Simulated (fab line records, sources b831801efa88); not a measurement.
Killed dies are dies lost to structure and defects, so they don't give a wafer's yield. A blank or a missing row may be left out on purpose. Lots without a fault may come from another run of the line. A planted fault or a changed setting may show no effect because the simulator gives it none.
fab line records | flow sky130
record lots=5 wafers=15 last_day=49
route steps=708 shown LOCAL_INTERCONNECT@391 CONTACT@406 PAD_OPEN@708
lots that met no fault: from a run of the same line without faults
start_h: hours from the record's first day to the start of the lot's first wafer shown | wait_h: hours since the lot's step before | " the same as in the row above | L1.1+2: a row that stands for several wafers | - no value, or no start given | * or withheld: withheld | < > ~ a bound
route shown NAME@n: a module of which the file shows steps, and the number in the route of the first | usual: mean/standard deviation of fault-free wafers | same: alike in all rows | chamber/n: place in a boat | sites: the reading at each site | _std_site: their standard deviation | _edge_site: outer sites' mean less inner sites' | radius_mm: how far each site lies from the wafer's centre | mask NAME#n: copy n | behind: the tool/chamber that last shaped the wafer | hold: why the lot was held/for how many hours/how that ended | device: the transistor (n, p or np) that didn't switch | end of line: the same wafers' tests at the end of the route | a step without rows: its recipe alone | killed: dies lost to structure and defects at the first sort, not the wafer's yield | map: a wafer's dies, x killed, . not, _ none there
set.NAME: the setting as run; set.NAME@STEP: as run at that earlier step | model.NAME: the simulator's own value behind a step, which no gauge read
lots at some steps of the route; a table a step, a row a wafer
services: from which hour (start_h, from the record's first day; less than 0 if before it) a tool's chamber was out of use, for how many hours, and why
## steps
# step SKY_LOCAL_INTERCONNECT_HMDS_04
# recipe prime_time_s=60 prime_temp_c=120
# step SKY_LOCAL_INTERCONNECT_COAT_05
# recipe resist=BARC temp_c=withheld time_s=withheld spin_rpm=3000 resist_thk_nm=60
# step SKY_LOCAL_INTERCONNECT_COAT_06
# recipe resist=KrF-thick spin_rpm=2933 resist_thk_nm=450
# step SKY_LOCAL_INTERCONNECT_SOFTBAKE_07
# recipe temp_c=100 time_s=90 resist=KrF-thick
# step SKY_LOCAL_INTERCONNECT_EXPOSE_08
# recipe mask_id=LI1M na=0.8 source_shape=annular sigma_inner=0.55 sigma_outer=0.85 target_cd_nm=170 dose_mj=28
# step SKY_LOCAL_INTERCONNECT_PEB_09
# recipe peb_temp_c=withheld peb_time_s=withheld resist=KrF-thick
# step SKY_LOCAL_INTERCONNECT_DEVELOP_10
# recipe develop_time_s=60 resist=KrF-thick dev_temp_c=21
# step SKY_LOCAL_INTERCONNECT_CD_MEAS_11
# recipe target_cd_nm=170
# usual cd_nm=170.5/1.5
# columns lot.wafer tool chamber start_h wait_h cd_nm
L568.4 cd_sem-01 - 732.76 - 172.1
L568.5 " - " " 173.5
L568.6 " - " " 171.0
L573.2 cd_sem-01 - 766.10 - 167.9
L573.4 " - " " 168.3
L573.5 " - " " 168.7
L576.3 cd_sem-02 - 790.44 - 173.1
L576.4 " - " " 171.6
L576.5 " - " " 172.7
L581.2 cd_sem-02 - 839.54 - 173.1
L581.3 " - " " 173.1
L581.4 " - " " 173.1
L583.2 cd_sem-02 - 851.31 - 168.6
L583.5 " - " " 170.1
L583.6 " - " " 168.0
# step SKY_LOCAL_INTERCONNECT_OVL_MEAS_12
# usual LOCAL_INTERCONNECT_OVL=0/6.5
# columns lot.wafer tool chamber start_h wait_h LOCAL_INTERCONNECT_OVL[nm]
L568.4 overlay-02 - 732.84 0.1 -10
L568.5 " - " " 2
L568.6 " - " " 3
L573.2 overlay-02 - 766.21 0.1 3
L573.4 " - " " -5
L573.5 " - " " -8
L576.3 overlay-01 - 790.53 0.1 4
L576.4 " - " " 4
L576.5 " - " " 3
L581.2 overlay-01 - 839.64 0.1 15
L581.3 " - " " 21
L581.4 " - " " 6
L583.2 overlay-02 - 851.41 0.1 12
L583.5 " - " " 6
L583.6 " - " " 10
# step SKY_LOCAL_INTERCONNECT_ETCH_13
# recipe chemistry=N2/H2 target=BARC ion_energy_ev=200 bias_w=100 pressure_mtorr=30 n2_flow_sccm=100 h2_flow_sccm=200 icp_w=500 stop_on=SiO2 time_s=45.9 target_depth_a=600
# step SKY_LOCAL_INTERCONNECT_METAL_ETCH_14
# recipe target_depth_nm=110 stop_on=PSG chemistry=Cl2/BCl3 target=TiN resist_sidewall_deg=88 pressure_mtorr=10 icp_w=900 bias_w=48.5 Cl2_flow_sccm=60 bcl3_flow_sccm=30 time_s=31.4
# step SKY_LOCAL_INTERCONNECT_STRIP_15
# recipe chemistry=O2/N2 power_w=1400 pressure_mtorr=1500 platen_temp_c=withheld o2_flow_sccm=3000 n2_flow_sccm=300 overash_fraction=0.5
# usual drypump_motor_current_A=5.9/0.52 oes_product_au=0.429/0.0045 strip_time_to_endpoint_s=4.767/0.019
# columns lot.wafer tool chamber start_h wait_h drypump_motor_current_A oes_product_au rf_hours_counter_h strip_time_to_endpoint_s
L568.4 plasma_asher-03 0 733.00 0.1 5.5 0.419 - 4.755
L568.5 " 0 " " 5.5 0.432 - 4.754
L568.6 " 1 " " 6.5 0.434 - 4.746
L573.2 plasma_asher-04 1 766.36 0.0 5.1 0.436 33 4.742
L573.4 " 1 " " 5.1 0.424 - 4.793
L573.5 " 1 " " 5.1 0.429 - 4.761
L576.3 plasma_asher-04 1 790.70 0.1 5.1 0.428 - 4.769
L576.4 " 0 " " 6.1 0.432 - 4.766
L576.5 " 1 " " 5.1 0.427 - 4.778
L581.2 plasma_asher-02 1 839.79 0.0 6.4 0.431 9 4.791
L581.3 " 1 " " 6.4 0.422 - 4.800
L581.4 " 0 " " 5.4 0.425 - 4.770
L583.2 plasma_asher-03 0 851.56 0.0 5.6 0.432 94 4.773
L583.5 " 1 " " 6.5 0.429 - 4.816
L583.6 " 0 " " 5.5 0.431 - 4.803
# step SKY_LOCAL_INTERCONNECT_STRIP_16
# recipe chemistry=post_etch_residue_remover time_s=1200 temp_c=72.5
# columns lot.wafer tool chamber start_h wait_h
L568.4+5+6 wet_bench-03 1 733.07 0.0
L573.2+4+5 wet_bench-03 0 766.45 0.1
L576.3+4+5 wet_bench-01 0 790.77 0.0
L581.2+3+4 wet_bench-04 3 839.89 0.1
L583.2+5+6 wet_bench-03 2 851.68 0.1
# step SKY_LOCAL_INTERCONNECT_CLEAN_17
# recipe chemistry=IPA time_s=180 temp_c=25
# step SKY_LOCAL_INTERCONNECT_CLEAN_18
# recipe chemistry=O3/DIW dry=n2_spin
# step SKY_CONTACT_CVD_00
# recipe material=Si3N4 target_thk_nm=75 temp_c=400 time_s=withheld rf_w=450
# step SKY_CONTACT_THK_MEAS_01
# recipe reads=Si3N4_of_CONTACT_CVD_00
# usual CONTACT_CVD_00_THK=74.8/0.86
# columns lot.wafer tool chamber start_h wait_h CONTACT_CVD_00_THK[nm]
L568.4 film_metro-01 - 733.63 - 76.8
L568.5 " - " " 75.7
L568.6 " - " " 76.0
L573.2 film_metro-01 - 767.01 - 73.3
L573.4 " - " " 73.6
L573.5 " - " " 75.1
L576.3 film_metro-03 - 791.31 - 74.2
L576.4 " - " " 74.8
L576.5 " - " " 75.5
L581.2 film_metro-01 - 840.42 - 75.4
L581.3 " - " " 74.1
L581.4 " - " " 76.0
L583.2 film_metro-01 - 852.22 - 74.2
L583.5 " - " " 75.2
L583.6 " - " " 75.2
# step SKY_CONTACT_HDPCVD_02
# recipe material=SiO2 target_thk_nm=565 sigma_open_frac=0.3 time_s=94.2 temp_c=600 sih4_flow_sccm=60 pressure_mtorr=6
# step SKY_CONTACT_THK_MEAS_03
# recipe reads=SiO2_of_CONTACT_HDPCVD_02
# usual CONTACT_HDPCVD_THK=562/4.4
# columns lot.wafer tool chamber start_h wait_h CONTACT_HDPCVD_THK[nm]
L568.4 film_metro-02 - 733.76 0.0 558
L568.5 " - " " 558
L568.6 " - " " 562
L573.2 film_metro-02 - 767.14 0.0 559
L573.4 " - " " 563
L573.5 " - " " 566
L576.3 film_metro-03 - 791.49 0.1 568
L576.4 " - " " 567
L576.5 " - " " 566
L581.2 film_metro-03 - 840.55 0.0 561
L581.3 " - " " 570
L581.4 " - " " 558
L583.2 film_metro-02 - 852.34 0.0 559
L583.5 " - " " 558
L583.6 " - " " 553
# step SKY_CONTACT_CMP_04
# recipe material=SiO2 down_force_psi=4 platen_rpm=60 pad_velocity_m_s=0.94248
# step SKY_CONTACT_BOW_MEAS_05
# recipe mode=bow
# usual CONTACT_BOW=81/7
# columns lot.wafer tool chamber start_h wait_h CONTACT_BOW[um]
L568.4 film_metro-03 - 734.15 0.2 95
L568.5 " - " " 84
L568.6 " - " " 83
L573.2 film_metro-01 - 767.51 0.3 75
L573.4 " - " " 87
L573.5 " - " " 72
L576.3 film_metro-03 - 792.10 0.2 98
L576.4 " - " " 91
L576.5 " - " " 81
L581.2 film_metro-02 - 840.92 0.1 83
L581.3 " - " " 86
L581.4 " - " " 87
L583.2 film_metro-02 - 852.74 0.1 77
L583.5 " - " " 84
L583.6 " - " " 87
# step SKY_CONTACT_DEHYDRATE_06
# recipe temp_c=200 time_s=60
# step SKY_CONTACT_HMDS_07
# recipe prime_time_s=60 prime_temp_c=120
# step SKY_CONTACT_COAT_08
# recipe resist=BARC temp_c=withheld time_s=withheld spin_rpm=3000 resist_thk_nm=60
# step SKY_CONTACT_COAT_09
# recipe resist=KrF-thick spin_rpm=3000 resist_thk_nm=450
# step SKY_CONTACT_SOFTBAKE_10
# recipe temp_c=100 time_s=90 resist=KrF-thick
# step SKY_CONTACT_EXPOSE_11
# recipe mask_id=CTM1 na=0.8 source_shape=annular sigma_inner=0.55 sigma_outer=0.85 target_cd_nm=170 dose_mj=38
# step SKY_CONTACT_PEB_12
# recipe peb_temp_c=withheld peb_time_s=withheld resist=KrF-thick
# step SKY_CONTACT_DEVELOP_13
# recipe develop_time_s=60.94 resist=KrF-thick dev_temp_c=21
# step SKY_CONTACT_CD_MEAS_14
# recipe target_cd_nm=170
# usual cd_nm=169.2/1.8
# columns lot.wafer tool chamber start_h wait_h cd_nm
L568.4 cd_sem-02 - 761.74 - 170.0
L568.5 " - " " 168.1
L568.6 " - " " 167.7
L573.2 cd_sem-02 - 794.61 - 168.4
L573.4 " - " " 169.0
L573.5 " - " " 167.6
L576.3 cd_sem-01 - 817.02 - 169.0
L576.4 " - " " 170.7
L576.5 " - " " 170.9
L581.2 cd_sem-02 - 865.89 - 166.4
L581.3 " - " " 166.0
L581.4 " - " " 166.6
L583.2 cd_sem-02 - 878.30 - 174.4
L583.5 " - " " 173.0
L583.6 " - " " 173.0
# step SKY_CONTACT_OVL_MEAS_15
# usual CONTACT_OVL=0/5.4
# columns lot.wafer tool chamber start_h wait_h CONTACT_OVL[nm]
L568.4 overlay-01 - 761.82 0.1 -10
L568.5 " - " " -10
L568.6 " - " " -5
L573.2 overlay-02 - 794.71 0.1 5
L573.4 " - " " -1
L573.5 " - " " 0
L576.3 overlay-01 - 817.11 0.1 0
L576.4 " - " " -8
L576.5 " - " " -2
L581.2 overlay-02 - 865.99 0.1 9
L581.3 " - " " 3
L581.4 " - " " 1
L583.2 overlay-02 - 878.40 0.1 4
L583.5 " - " " 7
L583.6 " - " " -7
# step SKY_CONTACT_ETCH_16
# recipe chemistry=N2/H2 target=BARC ion_energy_ev=200 source_w=500 bias_w=100 pressure_mtorr=30 n2_flow_sccm=100 h2_flow_sccm=200 stop_on=SiO2 time_s=45.9 target_depth_a=600
# usual drypump_motor_current_A=5.9/0.47 oes_product_au=0.854/0.0044 throttle_valve_pct=13.226/0.0092
# columns lot.wafer tool chamber start_h wait_h drypump_motor_current_A oes_product_au rf_hours_counter_h throttle_valve_pct
L568.4 rie_diel-01 3 761.86 0.0 6.7 0.852 - 13.232
L568.5 " 2 " " 6.1 0.857 - 13.237
L568.6 " 0 " " 6.1 0.858 - 13.236
L573.2 rie_diel-01 1 794.74 0.0 5.7 0.854 0 13.228
L573.4 " 1 " " 5.7 0.852 - 13.226
L573.5 " 2 " " 6.1 0.856 - 13.224
L576.3 rie_diel-02 3 817.13 0.0 6.6 0.854 2 13.238
L576.4 " 2 " " 6.1 0.856 9 13.246
L576.5 " 3 " " 6.5 0.857 - 13.219
L581.2 rie_diel-02 0 866.02 0.0 6.1 0.842 18 13.244
L581.3 " 3 " " 6.5 0.857 3 13.227
L581.4 " 1 " " 5.8 0.851 3 13.216
L583.2 rie_diel-03 2 878.43 0.0 5.0 0.861 5 13.230
L583.5 " 3 " " 5.8 0.849 - 13.225
L583.6 " 2 " " 5.0 0.856 - 13.213
# step SKY_CONTACT_ETCH_17
# recipe target=SiO2 chemistry=C4F8/O2/Ar stop_on=Si3N4 mask_material=KrF-thick source_w=1500 bias_w=1200 pressure_mtorr=40 c4f8_flow_sccm=withheld O2_flow_sccm=6 Ar_flow_sccm=300 time_s=withheld target_depth_a=3400
# usual oes_product_au=0.892/0.0048
# columns lot.wafer tool chamber start_h wait_h oes_product_au
L568.4 rie_diel-01 3 761.91 0.0 0.893
L568.5 " 2 " " 0.891
L568.6 " 0 " " 0.890
L573.2 rie_diel-01 1 794.78 0.0 0.888
L573.4 " 1 " " 0.889
L573.5 " 2 " " 0.888
L576.3 rie_diel-02 3 817.17 0.0 0.890
L576.4 " 2 " " 0.892
L576.5 " 3 " " 0.893
L581.2 rie_diel-02 0 866.07 0.0 0.888
L581.3 " 3 " " 0.896
L581.4 " 1 " " 0.891
L583.2 rie_diel-03 2 878.47 0.0 0.890
L583.5 " 3 " " 0.881
L583.6 " 2 " " 0.899
# step SKY_CONTACT_ETCH_18
# recipe target=Si3N4 chemistry=CHF3/O2 stop_on=TiN source_w=600 bias_w=200 pressure_mtorr=40 chf3_flow_sccm=50 O2_flow_sccm=5 time_s=39 target_depth_a=750
# usual drypump_motor_current_A=5.9/0.47 oes_product_au=0.853/0.0074 throttle_valve_pct=8.792/0.0095
# columns lot.wafer tool chamber start_h wait_h drypump_motor_current_A oes_product_au rf_hours_counter_h throttle_valve_pct
L568.4 rie_diel-01 3 - - 6.7 0.869 - 8.807
L568.5 " 2 " " 6.1 0.864 - 8.796
L568.6 " 0 " " 6.1 0.863 - 8.803
L573.2 rie_diel-01 1 - - 5.7 0.847 0 8.781
L573.4 " 1 " " 5.7 0.854 - 8.779
L573.5 " 2 " " 6.1 0.851 - 8.782
L576.3 rie_diel-02 3 - - 6.5 0.854 2 8.777
L576.4 " 2 " " 6.1 0.851 9 8.784
L576.5 " 3 " " 6.5 0.860 - 8.801
L581.2 rie_diel-02 0 - - 6.1 0.857 18 8.781
L581.3 " 3 " " 6.5 0.843 3 8.783
L581.4 " 1 " " 5.7 0.855 3 8.790
L583.2 rie_diel-03 2 - - 5.0 0.859 5 8.797
L583.5 " 3 " " 5.9 0.855 - 8.787
L583.6 " 2 " " 5.0 0.846 - 8.788
# step SKY_CONTACT_STRIP_19
# recipe chemistry=O2/N2 power_w=1400 pressure_mtorr=1500 platen_temp_c=withheld o2_flow_sccm=3000 n2_flow_sccm=300 overash_fraction=0.5
# usual drypump_motor_current_A=5.8/0.52 oes_product_au=0.380/0.0046 strip_time_to_endpoint_s=3.606/0.022
# columns lot.wafer tool chamber start_h wait_h drypump_motor_current_A oes_product_au rf_hours_counter_h strip_time_to_endpoint_s
L568.4 plasma_asher-04 0 762.01 - 6.2 0.377 - 3.625
L568.5 " 0 " " 6.1 0.381 - 3.620
L568.6 " 1 " " 5.1 0.377 - 3.572
L573.2 plasma_asher-02 1 794.87 - 6.4 0.384 4 3.610
L573.4 " 1 " " 6.5 0.382 - 3.615
L573.5 " 0 " " 5.4 0.379 - 3.575
L576.3 plasma_asher-04 1 817.30 - 5.1 0.377 - 3.601
L576.4 " 0 " " 6.1 0.380 - 3.603
L576.5 " 1 " " 5.1 0.380 - 3.582
L581.2 plasma_asher-01 1 866.16 - 6.4 0.386 77 3.588
L581.3 " 0 " " 5.5 0.380 - 3.614
L581.4 " 1 " " 6.5 0.369 - 3.602
L583.2 plasma_asher-04 1 878.56 - 5.2 0.388 44 3.604
L583.5 " 0 " " 6.1 0.376 - 3.563
L583.6 " 1 " " 5.1 0.382 - 3.597
# step SKY_CONTACT_STRIP_20
# recipe chemistry=post_etch_residue_remover time_s=1200 temp_c=72.5
# step SKY_CONTACT_CLEAN_21
# recipe chemistry=IPA time_s=180 temp_c=25
# step SKY_CONTACT_CLEAN_22
# recipe chemistry=O3/DIW dry=n2_spin
# step SKY_CONTACT_SPUTTER_23
# recipe material=TiN target_thk_nm=20 chamber_pressure_pa=5 power_w=4000 time_s=80
# step SKY_CONTACT_CVD_24
# recipe material=W target_thk_nm=340 time_s=102.12 temp_c=400 pressure_torr=40
# step SKY_CONTACT_RS_MEAS_25
# recipe thk_meas_gauge=four-point-probe reads=W_of_CONTACT_CVD_24+TiN_of_CONTACT_SPUTTER_23
# usual CONTACT_W_RS=0.335/0.0058
# columns lot.wafer tool chamber start_h wait_h CONTACT_W_RS[ohm/sq]
L568.4 film_metro-03 - 762.80 0.1 0.325
L568.5 " - " " 0.329
L568.6 " - " " 0.338
L573.2 film_metro-03 - 796.01 0.1 0.345
L573.4 " - " " 0.344
L573.5 " - " " 0.332
L576.3 film_metro-03 - 818.13 0.1 0.346
L576.4 " - " " 0.332
L576.5 " - " " 0.331
L581.2 film_metro-01 - 866.95 0.1 0.336
L581.3 " - " " 0.340
L581.4 " - " " 0.332
L583.2 film_metro-02 - 879.39 0.1 0.333
L583.5 " - " " 0.333
L583.6 " - " " 0.346
# step SKY_CONTACT_THK_MEAS_26
# recipe thk_meas_gauge=xrf reads=W_of_CONTACT_CVD_24
# usual CONTACT_W_THK=330/8.2
# columns lot.wafer tool chamber start_h wait_h CONTACT_W_THK[nm]
L568.4 film_metro-03 - 762.89 0.1 349
L568.5 " - " " 346
L568.6 " - " " 337
L573.2 film_metro-03 - 796.12 0.1 328
L573.4 " - " " 325
L573.5 " - " " 338
L576.3 film_metro-03 - 818.23 0.1 324
L576.4 " - " " 338
L576.5 " - " " 337
L581.2 film_metro-01 - 867.06 0.1 325
L581.3 " - " " 323
L581.4 " - " " 328
L583.2 film_metro-02 - 879.50 0.1 334
L583.5 " - " " 333
L583.6 " - " " 321
# step SKY_PAD_OPEN_PROBE_99
# usual killed_at_M0_to_M3=43/5.9 killed_at_M4_up=3.3/1.9 killed_at_contacts=24/5.6 killed_at_front_end=15/4.1 killed_at_other=0.4/0.66 killed_dies=86/9 killed_open=47/6.9 killed_short=39/6.2
# same gross_dies=492 killed_at_back_side=0
# columns lot.wafer tool chamber start_h wait_h killed_at_M0_to_M3 killed_at_M4_up killed_at_contacts killed_at_front_end killed_at_other killed_dies killed_open killed_short
L568.4 prober-02 - 1088.79 0.2 42 8 17 18 2 87 54 33
L568.5 prober-02 - 1088.84 0.2 48 1 17 7 0 73 43 30
L568.6 prober-02 - 1088.89 0.2 52 3 14 10 1 80 43 37
L576.3 prober-01 - 1132.25 0.2 41 2 24 11 0 78 41 37
L576.4 prober-01 - 1132.30 0.2 36 1 20 12 0 69 35 34
L576.5 prober-01 - 1132.35 0.2 50 2 18 6 1 77 45 32
L581.2 prober-01 - 1167.92 0.1 40 6 81 12 0 139 43 39
L581.3 prober-01 - 1167.97 0.2 41 0 90 19 0 150 48 41
L581.4 prober-01 - 1168.02 0.2 36 7 86 12 0 141 43 42
# killed by level:class
L568.4 VIA2:geometric_particle:open=9 VIA1:geometric_particle:open=8 LI_CONTACT:geometric_particle:open=7 VIA3:geometric_particle:open=7 FIELD_ISO:geometric_particle:open=6 POLY_GATE:geometric_particle:open=5 CONTACT:geometric_particle:open=5 METAL4:geometric_particle:short=5
L568.5 VIA3:geometric_particle:open=13 METAL1:geometric_particle:short=8 VIA1:geometric_particle:open=8 CONTACT:geometric_particle:open=6 LI_CONTACT:geometric_particle:open=4 METAL2:geometric_particle:short=4 VIA2:geometric_particle:short=3 CONTACT:geometric_particle:short=3
L568.6 VIA1:geometric_particle:open=15 VIA2:geometric_particle:open=8 METAL2:geometric_particle:short=6 VIA3:geometric_particle:open=6 FIELD_ISO:geometric_particle:short=4 CONTACT:geometric_particle:short=4 METAL1:geometric_particle:short=4 VIA2:geometric_particle:short=4
L576.3 CONTACT:geometric_particle:open=12 VIA1:geometric_particle:open=8 METAL2:geometric_particle:short=7 VIA3:geometric_particle:open=6 FIELD_ISO:geometric_particle:short=5 VIA3:geometric_particle:short=5 LOCAL_INTERCONNECT:geometric_particle:short=5 VIA2:geometric_particle:open=5
L576.4 CONTACT:geometric_particle:open=8 VIA1:geometric_particle:open=8 VIA3:geometric_particle:open=6 VIA3:geometric_particle:short=6 METAL2:geometric_particle:short=5 CONTACT:geometric_particle:short=5 FIELD_ISO:geometric_particle:short=3 SPACER:geometric_particle:short=3
L576.5 VIA1:geometric_particle:open=16 VIA2:geometric_particle:open=11 CONTACT:geometric_particle:short=8 METAL1:geometric_particle:short=7 LI_CONTACT:geometric_particle:open=5 FIELD_ISO:geometric_particle:open=3 LOCAL_INTERCONNECT:geometric_particle:short=3 VIA1:geometric_particle:short=3
L581.2 LOCAL_INTERCONNECT:unspecified=57 VIA1:geometric_particle:open=9 CONTACT:geometric_particle:open=8 VIA3:geometric_particle:open=7 LI_CONTACT:geometric_particle:open=6 METAL4:geometric_particle:short=6 LOCAL_INTERCONNECT:geometric_particle:short=5 METAL1:geometric_particle:short=5
L581.3 LOCAL_INTERCONNECT:unspecified=61 VIA1:geometric_particle:open=9 CONTACT:geometric_particle:open=9 LI_CONTACT:geometric_particle:open=7 VIA2:geometric_particle:open=7 METAL1:geometric_particle:short=6 VIA1:geometric_particle:short=6 POLY_GATE:geometric_particle:short=5
L581.4 LOCAL_INTERCONNECT:unspecified=56 CONTACT:geometric_particle:open=12 LI_CONTACT:geometric_particle:open=8 METAL2:geometric_particle:short=7 VIA1:geometric_particle:open=7 POLY_GATE:geometric_particle:short=6 CONTACT:geometric_particle:short=5 VIA3:geometric_particle:open=5
# map L581.3 (x killed, . not)
__________.....x...._________
________.....x........_______
______.x....x.xx.....xx._____
_____.....x...xx.....x...____
____......xx..x.....x..x..___
___......x....x.x.......x.x__
__....x.................x..._
_x.x.x.........x.....xx.xx..x
_x.......x.........xxx.xx...x
_....x.xxx........x.xxxxxxx..
_.x.x.......x.x..xxxxxxxxxx..
_..x..x.x..........xxxxxxxxxx
_.....x.....x..x..xxxxxxxxxx.
_x.x...xx....xxxx..xxxxxxxx..
_....x......x......xxxxxx.x.x
__.xxx...xx....x.xx..xx.xx.x_
___...x...............x....__
____x.......x..x..........___
_____x.x..........x.x....____
______.x.x......xx....x._____
________...........xx._______
__________.x.x......_________
# map L568.4 (x killed, . not)
__________x........._________
________........x....x_______
______......x.x....x...._____
_____....x........x......____
____..x...x......x.....x..___
___x.x...xx...x.xx.........__
__.....x...x...........xxx.._
_.......x......x..x.x.....x..
_....x....x...x........x....x
_........x..........x.xx..x..
_xx.x........x......x.xx..xx.
_.......x...x....xx...x.x....
_.x....x.....................
_....x.......x.......x.......
_....x....x.x.........x.....x
__x....x............xx....x._
___...................x..xx__
____.x.....x..............___
_____............x.x..x..____
______......x.....x.xxx._____
________xx........x..._______
__________..x.x....._________
## services
# columns tool chamber start_h hours kind
rie_diel-02 3 719.29 - clean
rie_diel-02 3 719.29 16.3 scheduled_down
rie_diel-02 3 719.29 16.3 vent_cycle
plasma_asher-04 - 726.51 1.1 repair
rie_diel-02 2 731.39 5.1 repair
plasma_asher-02 - 733.75 9.0 pm
plasma_asher-02 - 737.72 0.4 repair
rie_diel-02 - 742.38 14.6 pm
plasma_asher-02 - 747.12 1.4 repair
wet_bench-04 - 747.52 3.3 repair
plasma_asher-02 - 768.09 3.8 pm
rie_diel-03 0 770.20 2.1 repair
rie_diel-02 0 778.90 19.2 repair
plasma_asher-04 - 778.93 1.3 repair
rie_diel-02 3 780.67 1.9 repair
rie_diel-01 0 785.94 4.0 repair
wet_bench-01 - 803.26 1.3 repair
plasma_asher-01 - 819.06 0.9 repair
rie_diel-02 0 819.24 5.9 repair
rie_diel-02 3 834.32 6.1 repair
rie_diel-02 - 835.68 2.8 pm
plasma_asher-01 - 837.06 2.1 repair
rie_diel-02 3 846.09 6.1 repair
rie_diel-03 2 847.44 4.3 repair
## key
first_sign step=SKY_PAD_OPEN_PROBE_99 reading=killed_at_contacts direction=up sigmas=11 usual=24 struck=86
effect step=SKY_PAD_OPEN_PROBE_99 reading=killed_dies direction=up sigmas=6.4 usual=86 struck=143
met_at SKY_LOCAL_INTERCONNECT_STRIP_16
struck_wafers L581.2,L581.3,L581.4
tester_left_out L581
also_fits SKY_LOCAL_INTERCONNECT_STRIP_15:plasma_asher-02,SKY_CONTACT_ETCH_16:rie_diel-02,SKY_CONTACT_ETCH_17:rie_diel-02,SKY_CONTACT_ETCH_18:rie_diel-02
fault kind=chamber_particle_source tool=wet_bench-04 chamber=3 onset_h=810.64 steps=SKY_LOCAL_INTERCONNECT_STRIP_16 rate_per_visit_cm2=1.1463 end_h=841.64
# tester_left_out: of these lots the tester's yield and bins aren't shown, on N5 and GAA mostly nor the transistor test; their killed dies are dies lost to structure and defects alone, not to doping, threshold or leakage, so they don't give the yield
